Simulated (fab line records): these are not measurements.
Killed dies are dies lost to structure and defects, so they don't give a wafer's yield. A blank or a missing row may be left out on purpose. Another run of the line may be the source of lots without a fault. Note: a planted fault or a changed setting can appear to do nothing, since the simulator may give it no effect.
Chamber matching + flow gf180mcu + cmp-01 running GF_V4_CMP_26: 4 sister chambers
The step polishes, stops on SiO2, t overpolish 15 s, target thk 0 nm. 8 wafers are shown with their chamber, then 9 later ones without.

== WAFERS, EACH WITH ITS CHAMBER ==
| wafer  | chamber | motor_current_A (A) | time_to_endpoint_s (s) |
|--------|---------|---------------------|------------------------|
| L967.3 | 0       | 10.2                | 83                     |
| L967.4 | 2       | 11.9                | 85                     |
| L969.2 | 1       | 10.4                | 78                     |
| L969.3 | 2       | 12.5                | 81                     |
| L969.4 | 3       | 10.8                | 84                     |
| L975.2 | 0       | 10.5                | 79                     |
| L975.4 | 3       | 10.8                | 80                     |
| L975.6 | 1       | 10.5                | 77                     |

== WAFERS WHOSE CHAMBER IS MISSING ==
| wafer  | motor_current_A (A) | time_to_endpoint_s (s) |
|--------|---------------------|------------------------|
| L974.3 | 11.8                | 80                     |
| L974.4 | 11.3                | 77                     |
| L974.5 | 12.0                | 84                     |
| L979.3 | 10.7                | 85                     |
| L979.5 | 10.1                | 88                     |
| L979.6 | 10.3                | 88                     |
| L980.3 | 10.6                | 83                     |
| L980.4 | 12.4                | 80                     |
| L980.5 | 10.2                | 81                     |

== CHAMBER TAKEN BY EACH ==
| wafer  | from the rows above               | in truth |
|--------|-----------------------------------|----------|
| L974.3 | 2                                 | 2        |
| L974.4 | can't be placed: 3 or 1 or 0 or 2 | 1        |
| L974.5 | 2                                 | 2        |
| L979.3 | can't be placed: 3 or 0 or 1      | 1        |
| L979.5 | can't be placed: 0 or 3 or 1      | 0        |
| L979.6 | can't be placed: 0 or 3 or 1      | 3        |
| L980.3 | can't be placed: 3 or 0 or 1      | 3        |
| L980.4 | 2                                 | 2        |
| L980.5 | can't be placed: 0 or 1 or 3      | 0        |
Correct placement for 3 of the 9. Cannot be placed on the basis of these rows: 6; the candidates contain the true chamber in 6. 0 placed wrongly.
How it was worked out, from the rows above alone: a wafer's distance from a chamber is the root of the sum, over the readings, of the square of ((its reading less the chamber's mean) divided by the reading's scatter). If the next closest chamber is less than 2 further off than the closest, the wafer can't be placed; otherwise it belongs to the closest. For every chamber, the mean is computed from those of its wafers that are shown. How the scatter is found: for the shown wafers, subtract from each reading the mean of its chamber, square and add these, divide the total by (wafers less chambers), then take the root.
